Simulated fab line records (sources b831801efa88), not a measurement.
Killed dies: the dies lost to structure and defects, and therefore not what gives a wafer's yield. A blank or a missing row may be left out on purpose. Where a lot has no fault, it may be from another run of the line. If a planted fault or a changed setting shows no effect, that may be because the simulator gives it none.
A struck lot beside a sound one -- flow gf180mcu -- 14 out of 602 route steps
Sound: the wafers L492.1, L492.2, L492.5. Wafers L491.1, L491.3, L491.5 were the ones struck. The cause is given at the end.
Order at every step that has rows: each side's tool, ch and its chambers, its first start. Under that, the readings that differ: sound wafers -- struck wafers -- difference of the means -- sigmas: that difference in standard deviations of wafers without a fault.
alike: readings with means less than 2 such deviations apart, plus words and numbers identical on both sides. not compared: withheld readings, readings lacking a value on some wafer, bounds such as >300 that could conceal the same value, and numbers that have no deviation in the record and whose values overlap.
Wherever a step has rows on one side only, a row that says differs or no value, or a row with sigmas, the two part there. When numbers do not overlap yet have no deviation, they are printed without sigmas and do not part them. A reading that every wafer of one side lacks parts them only if that side has two wafers or more.

first, 4 steps without rows for these wafers: GF_VT_IMPLANT_SOFTBAKE_03 (time 60 s); GF_VT_IMPLANT_EXPOSE_04 (exposes mask LVPWELL LV AREA, target cd 600 nm); GF_VT_IMPLANT_PEB_05; GF_VT_IMPLANT_DEVELOP_06 (develop time 60 s).
GF_VT_IMPLANT_OVL_MEAS_07:
  sound on overlay-01 at day 9 10:58; struck on overlay-02 at day 9 07:32
  alike: VT_IMPLANT_OVL
after that, 1 step had no rows for these wafers: GF_VT_IMPLANT_IMPLANT_08.
GF_VT_IMPLANT_STRIP_09: strips in O2/N2.
  sound on plasma_asher-04 ch 0,1, day 9 11:10; struck on plasma_asher-04 ch 0,1, day 9 07:44
reading,sound,struck,difference,sigmas
strip_time_to_endpoint_s (s),12.67 12.66 12.66,12.55 12.58 12.56,-0.10,-3
  alike: drypump_motor_current_A, heater_power_w, oes_product_au, platen_temp_c
  not compared: rf_hours_counter_h
GF_VT_IMPLANT_TW_MEAS_10:
  sound on film_metro-04 at day 9 11:16; struck on film_metro-04 at day 9 07:50
  alike: VT_IMPLANT_TW
then, 4 steps without rows for these wafers: GF_VT_IMPLANT_DEHYDRATE_11 (time 60 s); GF_VT_IMPLANT_HMDS_12 (prime time 60 s); GF_VT_IMPLANT_COAT_13 (resist thk 1000 nm); GF_VT_IMPLANT_SOFTBAKE_14 (time 60 s).
GF_VT_IMPLANT_EXPOSE_15: exposes mask Nwell LV AREA, target cd 860 nm.
  sound on iline_stepper-02 ch 0, day 9 20:31; struck on iline_stepper-02, day 9 16:09
  no value came back on the struck wafers for exposure_dose_mJ_cm2, focus_offset_nm (nm); on the sound wafers exposure_dose_mJ_cm2 reads 139.93 140.03 139.96
reading,sound,struck,difference,sigmas
model.VT_IMPLANT.overlay_y_nm (nm),-0.8388 -0.8388 -0.8388,-1.189 -1.189 -1.189,-0.350,
  alike: mask
after that, 1 step had no rows for these wafers: GF_VT_IMPLANT_PEB_16.

WHERE THEY PART
Last at GF_VT_IMPLANT_EXPOSE_15 as far as this record goes, first at GF_VT_IMPLANT_STRIP_09.

WHY: the cause the simulator had injected
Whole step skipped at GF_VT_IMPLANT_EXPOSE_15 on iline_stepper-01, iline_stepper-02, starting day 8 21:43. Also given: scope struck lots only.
